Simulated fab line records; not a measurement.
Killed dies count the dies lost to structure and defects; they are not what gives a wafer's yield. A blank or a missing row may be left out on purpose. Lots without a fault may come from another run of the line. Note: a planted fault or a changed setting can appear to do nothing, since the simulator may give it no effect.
A struck lot beside a sound one :: flow sky130 :: 15 out of 708 route steps
Sound: these wafers, L330.3, L330.5, L330.6. Struck: wafers L351.5, L351.6 (left out: L351.4, a lot-mate that was not struck); the cause follows at the end.
Each step with rows lists, per side, the tool, then ch with its chambers, then its first start. Under that, the readings that differ: sound wafers :: struck wafers :: difference of the means :: sigmas: that difference in standard deviations of wafers without a fault.
alike: words and numbers the same on both sides, and readings whose means are apart by under 2 such deviations; not compared: readings that were withheld, readings missing a value for some wafer, numbers with overlapping values and no deviation given by the record, and bounds like >300 which may hide the same value.
Wherever a step has rows on one side only, a row that says differs or no value, or a row with sigmas, the two part there. Numbers that have no deviation but don't overlap get no sigmas and don't part them. Lack of a reading on every wafer of one side parts them only where that side has two or more wafers.

SKY_METAL5_SPUTTER_03: material Ti, target thk 5 nm, time 3.3 s.
  sound: pvd_sputter-04 at day 45 00:49; struck: pvd_sputter-04 at day 50 03:01
  alike: throttle_valve_pct
SKY_METAL5_SPUTTER_04: material TiN, target thk 70 nm, time 58.3 s.
  sound: pvd_sputter-04 at day 45 00:50; struck: pvd_sputter-04 at day 50 03:02
  alike: throttle_valve_pct
SKY_METAL5_RS_MEAS_05: the measuring method here is four-point-probe.
  sound: film_metro-03 at day 45 00:56; struck: film_metro-03 at day 50 03:09
  alike: METAL5_ALCU_RS
SKY_METAL5_THK_MEAS_06: measures by xrf.
  sound: film_metro-03 at day 45 01:02; struck: film_metro-03 at day 50 03:14
  alike: METAL5_ALCU_THK
then, 7 steps without rows for these wafers: SKY_METAL5_DEHYDRATE_07 (time 60 s); SKY_METAL5_HMDS_08 (prime time 60 s); SKY_METAL5_COAT_09 (resist thk 1800 nm); SKY_METAL5_SOFTBAKE_10 (time 57.01 s); SKY_METAL5_EXPOSE_11 (exposes mask MM5, target cd 1600 nm); SKY_METAL5_PEB_12; SKY_METAL5_DEVELOP_13 (develop time 60 s).
SKY_METAL5_DESCUM_14: chemistry O2, time 11 s.
  sound on rie_metal-03 ch 0,1, day 45 23:12; struck on rie_metal-01 ch 0,1, day 50 20:34
  alike: drypump_motor_current_A, oes_product_au
  not compared: rf_hours_counter_h
SKY_METAL5_METAL_ETCH_15: etches the open film in Cl2/BCl3, stops on SiO2, target depth 1260 nm, time 252 s.
  sound on rie_metal-03 ch 0,1, day 45 23:18; struck on rie_metal-01 ch 0,1, day 50 20:40
reading: oes_product_au (a.u.)
sound: 0.892 0.897 0.888
struck: 0.812 0.809
difference: -0.082
sigmas: -17

reading: model.NOVOLAK_of_METAL5_COAT_09.thk_nm (nm)
sound: 1045 1044 1044
struck: 1262 1263
difference: +218
sigmas: 

reading: model.METAL5.feature_depth_nm (nm)
sound: 1256 1267 1258
struck: 1053 1063
difference: -202
sigmas: 

reading: model.etch.depth_nm (nm)
sound: 1256 1267 1258
struck: 1053 1063
difference: -202
sigmas: 
  alike: bcl3_flow_sccm, drypump_motor_current_A, throttle_valve_pct
  not compared: rf_hours_counter_h
SKY_METAL5_STRIP_16: strips in O2/N2.
  sound on plasma_asher-04 ch 0,1, day 45 23:29; struck on plasma_asher-03 ch 0,1, day 50 20:52
reading: strip_time_to_endpoint_s (s)
sound: 13.20 13.18 13.20
struck: 15.64 15.65
difference: +2.45
sigmas: +22
  alike: drypump_motor_current_A, oes_product_au
  not compared: rf_hours_counter_h
then, 1 step without rows for these wafers: SKY_METAL5_STRIP_17 (strips in post etch residue remover, time 1200 s).

== WHERE THEY PART ==
Last at SKY_METAL5_STRIP_16 as far as this record goes, first at SKY_METAL5_METAL_ETCH_15.

WHY: what had been put in by the simulator
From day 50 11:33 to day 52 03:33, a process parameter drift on rie_metal-01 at SKY_METAL5_METAL_ETCH_15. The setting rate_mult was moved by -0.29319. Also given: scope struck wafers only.
